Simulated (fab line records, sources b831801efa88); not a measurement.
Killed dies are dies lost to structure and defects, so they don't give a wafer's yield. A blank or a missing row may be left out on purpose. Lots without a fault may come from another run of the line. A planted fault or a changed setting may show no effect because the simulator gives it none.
fab line records | flow gf180mcu
record lots=24 wafers=72 last_day=34
route steps=602 shown VT_IMPLANT@110 SALICIDE@280 CONTACT@303 V1@351 V5@566
lots that met no fault: from a run of the same line without faults
start_h: hours from the record's first day to the start of the lot's first wafer shown | wait_h: hours since the lot's step before | " the same as in the row above | L1.1+2: a row that stands for several wafers | - no value, or no start given | * or withheld: withheld | < > ~ a bound
route shown NAME@n: a module of which the file shows steps, and the number in the route of the first | usual: mean/standard deviation of fault-free wafers | same: alike in all rows | chamber/n: place in a boat | sites: the reading at each site | _std_site: their standard deviation | _edge_site: outer sites' mean less inner sites' | radius_mm: how far each site lies from the wafer's centre | mask NAME#n: copy n | behind: the tool/chamber that last shaped the wafer | hold: why the lot was held/for how many hours/how that ended | device: the transistor (n, p or np) that didn't switch | end of line: the same wafers' tests at the end of the route | a step without rows: its recipe alone | killed: dies lost to structure and defects at the first sort, not the wafer's yield | map: a wafer's dies, x killed, . not, _ none there
set.NAME: the setting as run; set.NAME@STEP: as run at that earlier step | model.NAME: the simulator's own value behind a step, which no gauge read
steps of the route over a sample of lots; a table a step, a row a wafer
services: from which hour (start_h, from the record's first day; less than 0 if before it) a tool's chamber was out of use, for how many hours, and why
## steps
# step GF_VT_IMPLANT_STRIP_20
# recipe chemistry=O2/N2 power_w=1400 pressure_mtorr=1500 platen_temp_c=250 o2_flow_sccm=3000 n2_flow_sccm=300 overash_fraction=0.5
# usual chamber_pressure_mTorr=1499.9/1.4 drypump_motor_current_A=5.9/0.38 heater_power_w=360/57 oes_product_au=0.717/0.0045 strip_time_to_endpoint_s=12.64/0.038
# columns lot.wafer tool chamber start_h wait_h chamber_pressure_mTorr drypump_motor_current_A heater_power_w oes_product_au rf_hours_counter_h strip_time_to_endpoint_s
L074.1 plasma_asher-03 0 127.87 0.1 1501.8 6.0 325 0.719 1 12.65
L074.2 " 1 " " 1499.5 5.8 366 0.716 1 12.66
L074.6 " 1 " " 1501.3 5.8 364 0.705 - 12.63
L075.2 plasma_asher-02 1 132.94 0.1 1502.8 6.4 369 0.716 51 12.65
L075.3 " 0 " " 1499.6 6.4 307 0.718 - 12.68
L075.4 " 1 " " 1498.4 6.4 368 0.717 - 12.67
L076.3 plasma_asher-02 0 139.73 0.1 1500.2 6.5 305 0.712 - 12.69
L076.5 " 0 " " 1502.0 6.5 307 0.718 - 12.61
L076.6 " 1 " " 1499.9 6.4 368 0.722 - 12.68
L077.1 plasma_asher-01 1 143.89 0.1 1498.9 5.4 465 0.715 46 12.65
L077.2 " 0 " " 1500.2 5.7 311 0.719 46 12.64
L077.3 " 0 " " 1499.3 5.7 301 0.723 - 12.68
L078.1 plasma_asher-01 1 149.99 0.1 1501.3 5.4 455 0.723 47 12.66
L078.3 " 1 " " 1501.1 5.4 460 0.719 - 12.66
L078.5 " 1 " " 1499.4 5.4 451 0.721 - 12.66
L079.2 plasma_asher-01 1 152.47 0.1 1499.9 5.4 454 0.717 47 12.67
L079.4 " 0 " " 1501.9 5.7 316 0.717 - 12.68
L079.6 " 0 " " 1499.9 5.7 314 0.715 - 12.64
L080.1 plasma_asher-02 1 161.82 0.1 1501.8 6.4 368 0.718 54 12.56
L080.2 " 0 " " 1500.6 6.4 316 0.711 54 12.62
L080.3 " 0 " " 1501.2 6.4 306 0.718 - 12.62
L081.1 plasma_asher-03 0 169.32 0.1 1499.5 6.0 318 0.706 5 12.73
L081.3 " 0 " " 1498.7 6.0 326 0.718 - 12.71
L081.5 " 1 " " 1496.3 5.8 371 0.717 - 12.70
L082.1 plasma_asher-03 0 173.52 0.1 1498.9 6.0 321 0.714 6 12.62
L082.3 " 0 " " 1500.5 5.9 323 0.716 - 12.69
L082.5 " 1 " " 1497.4 5.8 351 0.719 - 12.63
L083.2 plasma_asher-03 1 180.57 0.1 1499.5 5.8 369 0.714 7 12.58
L083.3 " 0 " " 1500.1 6.0 318 0.720 - 12.58
L083.4 " 1 " " 1499.0 5.8 372 0.715 - 12.61
L084.3 plasma_asher-03 1 191.16 0.1 1501.4 5.8 364 0.720 - 12.60
L084.5 " 1 " " 1499.0 5.8 363 0.710 - 12.66
L084.6 " 0 " " 1500.9 6.0 320 0.714 - 12.64
L085.1 plasma_asher-01 0 195.84 0.1 1497.4 5.7 317 0.724 52 12.68
L085.4 " 0 " " 1500.1 5.7 311 0.717 - 12.65
L085.6 " 0 " " 1500.3 5.7 325 0.713 - 12.67
L086.2 plasma_asher-01 1 200.87 0.1 1499.2 5.4 446 0.711 52 12.62
L086.4 " 0 " " 1499.8 5.7 303 0.711 - 12.63
L086.5 " 1 " " 1497.1 5.4 455 0.720 - 12.60
L087.1 plasma_asher-02 0 207.62 0.1 1500.3 6.4 304 0.726 58 12.60
L087.2 " 1 " " 1498.5 6.4 364 0.717 58 12.65
L087.3 " 1 " " 1500.8 6.4 371 0.712 - 12.66
L088.1 plasma_asher-02 1 215.72 0.1 1501.8 6.4 364 0.721 59 12.59
L088.3 " 0 " " 1500.6 6.4 310 0.715 - 12.59
L088.4 " 1 " " 1502.0 6.4 371 0.717 - 12.59
L089.2 plasma_asher-01 1 222.27 0.1 1501.0 5.4 465 0.722 54 12.71
L089.4 " 1 " " 1500.1 5.4 452 0.708 - 12.69
L089.6 " 0 " " 1501.5 5.7 308 0.714 - 12.69
L090.2 plasma_asher-03 0 232.34 0.1 1499.4 6.0 334 0.718 12 12.62
L090.3 " 1 " " 1500.0 5.8 360 0.713 - 12.63
L090.6 " 0 " " 1497.9 5.9 322 0.719 - 12.67
L092.1 plasma_asher-02 0 247.84 0.1 1500.2 6.5 307 0.711 63 12.59
L092.2 " 1 " " 1500.8 6.4 369 0.710 63 12.59
L092.5 " 0 " " 1500.6 6.5 302 0.725 - 12.60
L091.1 plasma_asher-01 1 249.19 0.2 1500.9 5.4 454 0.717 57 12.64
L091.2 " 0 " " 1498.2 5.7 303 0.714 57 12.64
L091.3 " 1 " " 1498.2 5.4 452 0.716 - 12.67
L093.2 plasma_asher-01 0 257.92 0.1 1501.5 5.7 309 0.717 58 12.67
L093.3 " 1 " " 1498.4 5.4 453 0.720 - 12.64
L093.6 " 1 " " 1500.9 5.4 449 0.722 - 12.62
L094.3 plasma_asher-01 0 260.93 0.1 1499.2 5.7 303 0.711 - 12.68
L094.4 " 1 " " 1500.0 5.4 451 0.723 - 12.64
L094.6 " 0 " " 1499.7 5.7 309 0.721 - 12.70
L095.1 plasma_asher-01 1 267.97 0.1 1501.5 5.4 453 0.708 59 12.56
L095.2 " 0 " " 1498.4 5.7 311 0.722 59 12.57
L095.3 " 1 " " 1500.2 5.4 464 0.720 - 12.61
L097.2 plasma_asher-02 1 273.59 0.1 1501.8 6.3 373 0.716 65 12.63
L097.4 " 1 " " 1496.7 6.4 372 0.721 - 12.59
L097.6 " 1 " " 1500.3 6.4 373 0.722 - 12.61
L096.2 plasma_asher-01 0 276.47 0.1 1501.0 5.7 300 0.713 60 12.59
L096.4 " 1 " " 1499.8 5.4 451 0.723 - 12.62
L096.5 " 0 " " 1498.7 5.7 299 0.718 - 12.65
# step GF_SALICIDE_SPUTTER_02
# recipe material=Co target_thk_nm=10 power_w=1000 time_s=20 chamber_pressure_pa=0.4
# usual throttle_valve_pct=30.5/1.1
# columns lot.wafer tool chamber start_h wait_h throttle_valve_pct
L074.1 pvd_sputter-04 - 342.25 0.0 30.3
L074.2 " - " " 33.1
L074.6 " - " " 30.0
L075.2 pvd_sputter-01 - 351.94 0.0 31.7
L075.3 " - " " 29.1
L075.4 " - " " 31.3
L076.3 pvd_sputter-04 - 356.76 0.0 31.6
L076.5 " - " " 32.8
L076.6 " - " " 29.7
L077.1 pvd_sputter-04 - 370.49 0.0 33.1
L077.2 " - " " 31.4
L077.3 " - " " 30.2
L078.1 pvd_sputter-02 - 374.39 0.0 31.0
L078.3 " - " " 29.7
L078.5 " - " " 30.3
L079.2 pvd_sputter-04 - 379.03 0.0 30.0
L079.4 " - " " 31.2
L079.6 " - " " 31.4
L080.1 pvd_sputter-01 - 389.23 0.0 31.3
L080.2 " - " " 28.8
L080.3 " - " " 31.7
L081.1 pvd_sputter-04 - 403.90 0.0 30.2
L081.3 " - " " 29.5
L081.5 " - " " 32.8
L082.1 pvd_sputter-04 - 405.90 0.0 33.0
L082.3 " - " " 31.4
L082.5 " - " " 29.6
L083.2 pvd_sputter-02 - 415.67 0.0 30.3
L083.3 " - " " 30.0
L083.4 " - " " 29.9
L084.3 pvd_sputter-02 - 431.21 0.0 29.9
L084.5 " - " " 30.3
L084.6 " - " " 29.7
L085.1 pvd_sputter-01 - 435.79 0.0 28.8
L085.4 " - " " 29.9
L085.6 " - " " 31.2
L086.2 pvd_sputter-04 - 446.05 0.0 31.4
L086.4 " - " " 30.1
L086.5 " - " " 30.1
L087.1 pvd_sputter-02 - 452.48 0.0 29.7
L087.2 " - " " 31.2
L087.3 " - " " 30.4
L088.1 pvd_sputter-01 - 463.30 0.0 31.6
L088.3 " - " " 31.0
L088.4 " - " " 29.1
L089.2 pvd_sputter-02 - 472.12 0.0 30.8
L089.4 " - " " 30.3
L089.6 " - " " 30.2
L090.2 pvd_sputter-02 - 483.82 0.0 30.3
L090.3 " - " " 29.8
L090.6 " - " " 31.0
L091.1 pvd_sputter-04 - 507.57 0.0 31.5
L091.2 " - " " 29.7
L091.3 " - " " 32.9
L092.1 pvd_sputter-01 - 507.87 0.0 29.9
L092.2 " - " " 28.8
L092.5 " - " " 28.9
L093.2 pvd_sputter-02 - 516.22 0.0 30.0
L093.3 " - " " 30.3
L093.6 " - " " 29.7
L094.3 pvd_sputter-02 - 518.90 0.0 29.6
L094.4 " - " " 30.2
L094.6 " - " " 29.6
L095.1 pvd_sputter-04 - 526.27 0.0 29.6
L095.2 " - " " 31.2
L095.3 " - " " 33.1
L097.2 pvd_sputter-04 - 536.71 0.0 32.8
L097.4 " - " " 31.4
L097.6 " - " " 32.8
L096.2 pvd_sputter-02 - 538.97 0.0 29.8
L096.4 " - " " 30.7
L096.5 " - " " 30.9
# step GF_SALICIDE_THK_MEAS_05
# recipe thk_meas_gauge=xrf reads=TiN_of_SALICIDE_SPUTTER_03
# usual SALICIDE_TIN_THK=20.07/0.24
# columns lot.wafer tool chamber start_h wait_h SALICIDE_TIN_THK[nm]
L074.1 film_metro-03 - 342.42 0.1 19.84
L074.2 " - " " 20.24
L074.6 " - " " 19.93
L075.2 film_metro-02 - 352.12 0.1 20.32
L075.3 " - " " 20.31
L075.4 " - " " 19.86
L076.3 film_metro-03 - 356.95 0.1 19.68
L076.5 " - " " 20.15
L076.6 " - " " 19.92
L077.1 film_metro-03 - 370.67 0.1 20.34
L077.2 " - " " 19.59
L077.3 " - " " 19.91
L078.1 film_metro-02 - 374.57 0.1 19.91
L078.3 " - " " 19.67
L078.5 " - " " 20.11
L079.2 film_metro-02 - 379.21 0.1 20.37
L079.4 " - " " 19.98
L079.6 " - " " 20.00
L080.1 film_metro-04 - 389.40 0.1 19.97
L080.2 " - " " 19.95
L080.3 " - " " 20.13
L081.1 film_metro-04 - 404.07 0.1 19.78
L081.3 " - " " 19.97
L081.5 " - " " 20.02
L082.1 film_metro-02 - 406.07 0.1 19.92
L082.3 " - " " 19.42
L082.5 " - " " 19.67
L083.2 film_metro-02 - 415.85 0.1 19.94
L083.3 " - " " 20.29
L083.4 " - " " 20.20
L084.3 film_metro-02 - 431.41 0.1 19.88
L084.5 " - " " 19.96
L084.6 " - " " 20.12
L085.1 film_metro-04 - 435.96 0.1 20.27
L085.4 " - " " 20.03
L085.6 " - " " 19.98
L086.2 film_metro-02 - 446.23 0.1 20.05
L086.4 " - " " 20.24
L086.5 " - " " 20.23
L087.1 film_metro-02 - 452.65 0.1 20.13
L087.2 " - " " 20.26
L087.3 " - " " 20.24
L088.1 film_metro-04 - 463.47 0.1 20.25
L088.3 " - " " 19.95
L088.4 " - " " 20.06
L089.2 film_metro-04 - 472.31 0.1 20.15
L089.4 " - " " 20.07
L089.6 " - " " 20.16
L090.2 film_metro-02 - 484.01 0.1 20.13
L090.3 " - " " 20.22
L090.6 " - " " 20.11
L091.1 film_metro-03 - 507.75 0.1 19.80
L091.2 " - " " 20.21
L091.3 " - " " 20.35
L092.1 film_metro-02 - 508.05 0.1 19.71
L092.2 " - " " 20.14
L092.5 " - " " 20.20
L093.2 film_metro-02 - 516.41 0.1 20.19
L093.3 " - " " 19.98
L093.6 " - " " 20.28
L094.3 film_metro-03 - 519.09 0.1 19.98
L094.4 " - " " 20.29
L094.6 " - " " 19.96
L095.1 film_metro-02 - 526.45 0.1 20.37
L095.2 " - " " 19.62
L095.3 " - " " 20.63
L097.2 film_metro-04 - 536.89 0.1 20.47
L097.4 " - " " 19.59
L097.6 " - " " 20.30
L096.2 film_metro-03 - 539.16 0.1 20.40
L096.4 " - " " 20.62
L096.5 " - " " 20.36
# step GF_CONTACT_ETCH_16
# recipe chemistry=N2/H2 target_depth_a=withheld overetch_a=withheld time_s=withheld target=BARC ion_energy_ev=200 source_w=500 bias_w=100 pressure_mtorr=30 n2_flow_sccm=100 h2_flow_sccm=200
# usual chamber_pressure_mTorr=29.998/0.026 drypump_motor_current_A=5.6/0.47 oes_product_au=0.854/0.0048 throttle_valve_pct=13.224/0.0091
# columns lot.wafer tool chamber start_h wait_h chamber_pressure_mTorr drypump_motor_current_A oes_product_au throttle_valve_pct
L074.1 rie_diel-02 0 365.01 0.0 29.934 6.4 0.854 13.215
L074.2 " 1 " " 29.971 5.6 0.858 13.227
L074.6 " 0 " " 29.963 6.4 0.865 13.208
L075.2 rie_diel-02 2 375.51 0.0 30.004 6.0 0.849 13.221
L075.3 " 0 " " 29.986 6.4 0.860 13.218
L075.4 " 1 " " 29.990 5.6 0.862 13.215
L076.3 rie_diel-02 0 379.76 0.0 30.020 6.4 0.845 13.222
L076.5 " 2 " " 29.999 6.0 0.853 13.216
L076.6 " 1 " " 29.984 5.6 0.848 13.239
L077.1 rie_diel-01 0 394.26 0.0 30.041 5.8 0.860 13.224
L077.2 " 3 " " 29.960 6.0 0.854 13.213
L077.3 " 2 " " 29.987 4.9 0.854 13.231
L078.1 rie_diel-02 1 398.36 0.0 29.967 5.6 0.850 13.211
L078.3 " 3 " " 30.018 5.9 0.846 13.220
L078.5 " 1 " " 29.958 5.6 0.849 13.235
L079.2 rie_diel-01 1 403.81 0.0 30.011 5.2 0.858 13.215
L079.4 " 0 " " 30.020 5.9 0.861 13.225
L079.6 " 0 " " 30.014 5.8 0.845 13.214
L080.1 rie_diel-01 0 414.29 0.0 29.979 5.9 0.853 13.236
L080.2 " 1 " " 30.014 5.2 0.853 13.228
L080.3 " 3 " " 29.967 6.0 0.850 13.209
L081.1 rie_diel-01 2 429.16 0.0 30.035 4.9 0.856 13.220
L081.3 " 1 " " 30.005 5.2 0.850 13.243
L081.5 " 1 " " 29.981 5.2 0.851 13.228
L082.1 rie_diel-02 2 431.11 0.0 29.992 6.0 0.856 13.237
L082.3 " 0 " " 30.052 6.4 0.846 13.217
L082.5 " 0 " " 29.972 6.4 0.861 13.217
L083.2 rie_diel-01 2 440.88 0.0 29.993 4.9 0.848 13.229
L083.3 " 3 " " 29.993 6.0 0.855 13.227
L083.4 " 1 " " 30.022 5.2 0.848 13.214
L084.3 rie_diel-01 2 457.01 0.0 30.004 4.9 0.862 13.227
L084.5 " 0 " " 30.013 5.8 0.844 13.212
L084.6 " 1 " " 30.023 5.2 0.854 13.205
L085.1 rie_diel-01 0 461.06 0.0 30.022 5.8 0.847 13.239
L085.4 " 3 " " 30.003 6.0 0.859 13.217
L085.6 " 3 " " 29.976 6.0 0.847 13.230
L086.2 rie_diel-01 3 472.11 0.0 29.978 5.9 0.857 13.231
L086.4 " 2 " " 30.010 4.9 0.852 13.227
L086.5 " 3 " " 30.003 5.9 0.853 13.227
L087.1 rie_diel-04 3 477.84 0.0 29.992 5.6 0.857 13.223
L087.2 " 2 " " 30.052 5.0 0.854 13.228
L087.3 " 0 " " 29.993 6.4 0.856 13.222
L088.1 rie_diel-04 2 488.81 0.0 30.049 5.1 0.846 13.225
L088.3 " 1 " " 30.006 5.6 0.854 13.232
L088.4 " 0 " " 30.033 6.3 0.856 13.230
L089.2 rie_diel-04 3 497.01 0.0 30.032 5.6 0.863 13.224
L089.4 " 0 " " 29.980 6.3 0.858 13.220
L089.6 " 2 " " 29.966 5.1 0.855 13.225
L090.2 rie_diel-04 2 508.66 0.0 30.025 5.1 0.852 13.223
L090.3 " 0 " " 29.966 6.4 0.861 13.238
L090.6 " 3 " " 29.958 5.6 0.845 13.228
L091.1 rie_diel-01 0 531.96 0.0 29.995 5.8 0.850 13.210
L091.2 " 3 " " 30.021 6.0 0.851 13.219
L091.3 " 1 " " 29.969 5.2 0.849 13.233
L092.1 rie_diel-02 3 532.11 0.0 30.025 5.8 0.852 13.217
L092.2 " 2 " " 30.028 6.0 0.853 13.226
L092.5 " 0 " " 29.971 6.4 0.853 13.233
L093.2 rie_diel-01 1 540.51 0.0 29.976 5.2 0.854 13.231
L093.3 " 0 " " 29.986 5.8 0.854 13.226
L093.6 " 3 " " 30.002 6.0 0.853 13.220
L094.3 rie_diel-01 3 543.11 0.0 30.003 6.0 0.847 13.221
L094.4 " 0 " " 30.025 5.8 0.845 13.232
L094.6 " 3 " " 29.962 5.9 0.862 13.245
L095.1 rie_diel-01 3 550.13 0.0 30.000 6.0 0.853 13.217
L095.2 " 0 " " 29.971 5.8 0.847 13.230
L095.3 " 2 " " 30.029 4.8 0.849 13.217
L097.2 rie_diel-01 3 560.61 0.0 29.992 6.0 0.854 13.221
L097.4 " 1 " " 29.999 5.2 0.853 13.225
L097.6 " 2 " " 30.015 4.9 0.844 13.213
L096.2 rie_diel-04 3 562.16 0.0 30.029 5.6 0.854 13.207
L096.4 " 0 " " 30.068 6.4 0.851 13.240
L096.5 " 1 " " 29.988 5.6 0.858 13.234
# step GF_V1_ETCH_16
# recipe chemistry=N2/H2 target_depth_a=withheld overetch_a=withheld time_s=withheld target=BARC ion_energy_ev=200 source_w=500 bias_w=100 pressure_mtorr=30 n2_flow_sccm=100 h2_flow_sccm=200
# usual chamber_pressure_mTorr=30.00/0.03 drypump_motor_current_A=5.6/0.47 oes_product_au=0.855/0.0048 throttle_valve_pct=13.224/0.0085
# columns lot.wafer tool chamber start_h wait_h chamber_pressure_mTorr drypump_motor_current_A oes_product_au throttle_valve_pct
L074.1 rie_diel-03 1 414.06 0.0 30.02 4.8 0.854 13.229
L074.2 " 0 " " 30.00 5.5 0.850 13.239
L074.6 " 1 " " 29.99 4.7 0.851 13.226
L075.2 rie_diel-01 3 424.81 0.0 29.98 6.0 0.859 13.227
L075.3 " 1 " " 29.98 5.2 0.849 13.233
L075.4 " 2 " " 29.99 4.9 0.843 13.218
L076.3 rie_diel-03 0 430.04 0.0 30.02 5.5 0.858 13.211
L076.5 " 3 " " 30.01 5.2 0.849 13.229
L076.6 " 2 " " 30.01 5.6 0.860 13.226
L077.1 rie_diel-01 2 444.11 0.0 30.04 4.9 0.857 13.234
L077.2 " 3 " " 29.98 6.0 0.855 13.223
L077.3 " 0 " " 30.01 5.8 0.855 13.210
L078.1 rie_diel-02 0 449.29 0.0 30.01 6.4 0.857 13.220
L078.3 " 3 " " 30.02 5.8 0.849 13.229
L078.5 " 3 " " 30.00 5.9 0.851 13.213
L079.2 rie_diel-02 1 454.14 0.0 30.00 5.6 0.859 13.221
L079.4 " 2 " " 30.03 6.0 0.860 13.231
L079.6 " 1 " " 30.00 5.6 0.853 13.213
L080.1 rie_diel-02 0 465.66 0.0 30.03 6.4 0.860 13.227
L080.2 " 2 " " 29.99 6.0 0.856 13.207
L080.3 " 1 " " 30.02 5.6 0.856 13.218
L081.1 rie_diel-03 1 480.41 0.0 29.99 4.7 0.853 13.228
L081.3 " 0 " " 30.01 5.5 0.847 13.237
L081.5 " 2 " " 30.00 5.6 0.858 13.220
L082.1 rie_diel-01 1 482.94 0.0 30.00 5.2 0.855 13.226
L082.3 " 0 " " 29.98 5.9 0.855 13.229
L082.5 " 0 " " 30.01 5.9 0.856 13.210
L083.2 rie_diel-03 0 492.39 0.0 29.97 5.5 0.853 13.237
L083.3 " 1 " " 29.97 4.7 0.850 13.227
L083.4 " 2 " " 29.97 5.6 0.850 13.234
L084.3 rie_diel-01 0 507.89 0.0 30.07 5.9 0.859 13.225
L084.5 " 0 " " 29.98 5.8 0.843 13.213
L084.6 " 3 " " 30.03 6.0 0.854 13.235
L085.1 rie_diel-01 0 510.97 0.0 29.98 5.8 0.858 13.231
L085.4 " 3 " " 29.97 6.0 0.851 13.230
L085.6 " 1 " " 29.99 5.2 0.849 13.226
L086.2 rie_diel-02 0 521.61 0.0 29.95 6.4 0.860 13.218
L086.4 " 3 " " 29.98 5.8 0.863 13.229
L086.5 " 1 " " 29.96 5.6 0.854 13.227
L087.1 rie_diel-01 0 527.91 0.0 30.00 5.8 0.856 13.239
L087.2 " 3 " " 29.99 6.0 0.849 13.228
L087.3 " 1 " " 29.99 5.2 0.853 13.219
L088.1 rie_diel-02 3 538.21 0.0 30.05 5.8 0.860 13.235
L088.3 " 0 " " 30.01 6.4 0.855 13.232
L088.4 " 3 " " 30.07 5.8 0.850 13.225
L089.2 rie_diel-02 2 544.96 0.0 29.95 6.0 0.850 13.216
L089.4 " 3 " " 30.01 5.8 0.854 13.222
L089.6 " 2 " " 29.99 6.0 0.854 13.218
L090.2 rie_diel-01 0 556.86 0.0 29.97 5.8 0.868 13.228
L090.3 " 2 " " 30.02 4.9 0.846 13.233
L090.6 " 2 " " 30.01 4.9 0.856 13.231
L091.1 rie_diel-03 2 579.06 0.0 30.01 5.6 0.855 13.226
L091.2 " 1 " " 30.00 4.7 0.865 13.215
L091.3 " 0 " " 29.96 5.5 0.855 13.229
L092.1 rie_diel-02 0 579.24 0.0 29.99 6.4 0.855 13.217
L092.2 " 2 " " 29.97 6.0 0.845 13.227
L092.5 " 3 " " 29.90 5.8 0.846 13.223
L093.2 rie_diel-03 0 586.61 0.0 29.97 5.5 0.854 13.213
L093.3 " 3 " " 29.98 5.2 0.853 13.222
L093.6 " 2 " " 30.05 5.5 0.848 13.241
L094.3 rie_diel-02 0 589.26 0.0 29.99 6.4 0.860 13.231
L094.4 " 1 " " 30.01 5.6 0.859 13.225
L094.6 " 2 " " 29.98 6.0 0.868 13.227
L095.1 rie_diel-03 1 597.46 0.0 29.99 4.7 0.852 13.229
L095.2 " 3 " " 29.98 5.2 0.851 13.220
L095.3 " 0 " " 30.03 5.5 0.857 13.226
L097.2 rie_diel-01 1 606.11 0.0 30.05 5.2 0.860 13.242
L097.4 " 1 " " 30.06 5.2 0.859 13.232
L097.6 " 0 " " 30.00 5.8 0.850 13.234
L096.2 rie_diel-02 2 607.81 0.0 29.95 6.0 0.865 13.212
L096.4 " 3 " " 30.01 5.9 0.863 13.222
L096.5 " 0 " " 29.99 6.4 0.851 13.216
# step GF_V5_CMP_26
# recipe stop_on=SiO2 down_force_psi=3.5 platen_rpm=60 t_overpolish_s=15 target_thk_nm=0 pad_velocity_m_s=0.94248
# usual motor_current_A=10.5/1.3 overpolish_run_s=15.000/0.0085 platen_rpm=60.00/0.039 time_to_endpoint_s=84/4.3
# columns lot.wafer tool chamber start_h wait_h motor_current_A overpolish_run_s platen_rpm time_to_endpoint_s
L074.1 cmp-02 1 630.86 0.1 12.0 14.987 60.04 82
L074.2 " 3 " " 10.0 14.993 59.98 89
L074.6 " 1 " " 11.1 14.998 60.03 78
L075.3 cmp-02 3 640.91 0.0 9.1 15.007 59.98 88
L075.4 " 0 " " 12.0 14.996 60.01 80
L075.2 " 1 " " 12.0 14.982 59.95 77
L076.3 cmp-02 0 644.82 0.0 11.7 15.005 60.05 83
L076.6 " 0 " " 12.1 15.008 60.06 86
L076.5 " 1 " " 11.4 15.006 59.95 81
L077.3 cmp-02 3 656.32 0.0 9.5 15.014 60.00 96
L077.1 " 0 " " 12.0 14.987 60.02 88
L077.2 " 2 " " 9.3 15.005 59.89 85
L078.1 cmp-02 0 661.29 0.1 11.9 15.006 59.99 82
L078.3 " 1 " " 12.3 14.992 60.04 79
L078.5 " 1 " " 11.9 15.003 60.04 80
L079.2 cmp-02 1 664.33 0.1 11.9 14.994 60.04 83
L079.4 " 3 " " 9.7 15.007 59.99 89
L079.6 " 1 " " 11.8 15.012 60.02 80
L080.1 cmp-02 1 674.31 0.1 12.2 14.988 60.01 86
L080.3 " 2 " " 9.2 15.001 59.99 87
L080.2 " 3 " " 9.9 14.980 60.05 87
L081.3 cmp-01 0 684.58 0.1 11.3 15.007 60.08 88
L081.1 " 1 " " 9.0 14.994 59.99 85
L081.5 " 3 " " 9.4 15.002 60.00 77
L082.3 cmp-02 3 687.71 0.1 8.9 14.996 59.91 93
L082.1 " 1 " " 12.5 15.003 60.00 81
L082.5 " 2 " " 8.9 15.003 60.04 89
L083.4 cmp-01 3 696.89 0.0 9.9 15.006 59.99 78
L083.3 " 0 " " 11.3 15.002 59.99 83
L083.2 " 2 " " 9.3 14.995 59.99 83
L084.3 cmp-02 1 707.53 0.2 11.4 14.992 59.99 80
L084.5 " 2 " " 9.0 14.999 59.97 83
L084.6 " 3 " " 9.7 14.986 59.99 91
L085.1 cmp-01 2 710.87 0.1 9.5 15.005 59.98 78
L085.4 " 3 " " 10.2 14.984 60.02 78
L085.6 " 0 " " 12.2 15.012 60.01 82
L086.4 cmp-02 2 719.16 0.0 9.4 15.010 60.00 87
L086.2 " 1 " " 11.7 15.006 60.00 83
L086.5 " 3 " " 9.2 14.999 59.93 86
L087.1 cmp-01 3 723.36 0.1 9.7 14.997 60.09 77
L087.2 " 0 " " 11.8 15.000 59.97 80
L087.3 " 1 " " 9.0 14.997 59.98 80
L088.3 cmp-01 2 731.26 0.0 8.8 14.998 60.02 81
L088.4 " 0 " " 11.7 15.008 60.06 81
L088.1 " 1 " " 9.4 14.987 59.97 87
L089.4 cmp-01 1 735.01 0.1 9.5 15.008 60.01 83
L089.2 " 3 " " 9.6 14.992 59.94 76
L089.6 " 1 " " 8.9 15.002 59.96 83
L090.3 cmp-02 3 745.26 0.1 9.3 14.996 60.00 90
L090.2 " 0 " " 12.1 14.999 59.93 79
L090.6 " 2 " " 9.5 14.997 60.03 85
L091.3 cmp-02 1 762.81 0.0 11.9 15.002 60.04 82
L091.1 " 3 " " 9.6 15.001 60.04 91
L091.2 " 0 " " 11.5 14.999 59.95 83
L092.2 cmp-02 2 763.63 0.0 9.5 15.004 60.01 86
L092.1 " 3 " " 9.4 15.012 60.01 89
L092.5 " 3 " " 9.9 14.999 59.96 89
L093.3 cmp-02 1 769.79 0.0 12.0 14.992 59.98 85
L093.2 " 0 " " 11.8 15.001 59.95 84
L093.6 " 1 " " 12.2 14.985 60.03 82
L094.4 cmp-02 0 771.73 0.4 12.2 14.993 59.92 85
L094.3 " 1 " " 12.5 14.988 59.97 85
L094.6 " 0 " " 12.4 14.998 60.08 84
L095.2 cmp-02 2 775.08 0.2 9.2 14.997 59.98 86
L095.3 " 3 " " 9.3 14.999 59.96 87
L095.1 " 0 " " 11.9 14.987 59.99 80
L097.4 cmp-02 1 783.28 0.0 12.2 15.004 59.96 84
L097.2 " 0 " " 12.3 15.000 59.98 85
L097.6 " 2 " " 9.2 15.002 59.98 87
L096.2 cmp-01 2 785.52 0.0 9.0 14.998 60.04 80
L096.4 " 1 " " 8.8 14.981 60.01 90
L096.5 " 2 " " 9.6 14.997 60.07 84
## services
# columns tool chamber start_h hours kind
cmp-02 - 170.39 11.9 pm
rie_diel-01 3 183.83 14.6 repair
cmp-02 - 223.55 0.9 repair
cmp-02 - 232.00 4.0 pm
cmp-02 - 249.72 0.8 repair
rie_diel-01 - 276.92 0.7 repair
rie_diel-01 - 329.03 14.6 pm
rie_diel-01 2 355.28 14.6 repair
rie_diel-01 1 365.63 6.6 repair
rie_diel-01 - 376.09 0.2 repair
cmp-02 - 417.43 0.7 repair
rie_diel-01 3 425.54 2.6 repair
cmp-02 - 455.27 5.7 pm
cmp-02 - 460.98 5.7 pm
rie_diel-01 2 537.19 6.6 repair
cmp-02 - 572.00 4.0 pm
rie_diel-01 3 573.04 1.5 repair
rie_diel-01 2 581.43 6.8 repair
rie_diel-01 3 602.29 7.6 repair
cmp-02 - 694.22 1.2 repair
rie_diel-01 - 714.29 2.8 pm
rie_diel-01 2 738.05 5.6 repair
rie_diel-01 3 746.07 6.0 repair
rie_diel-01 3 782.64 8.3 repair
## key
fault none
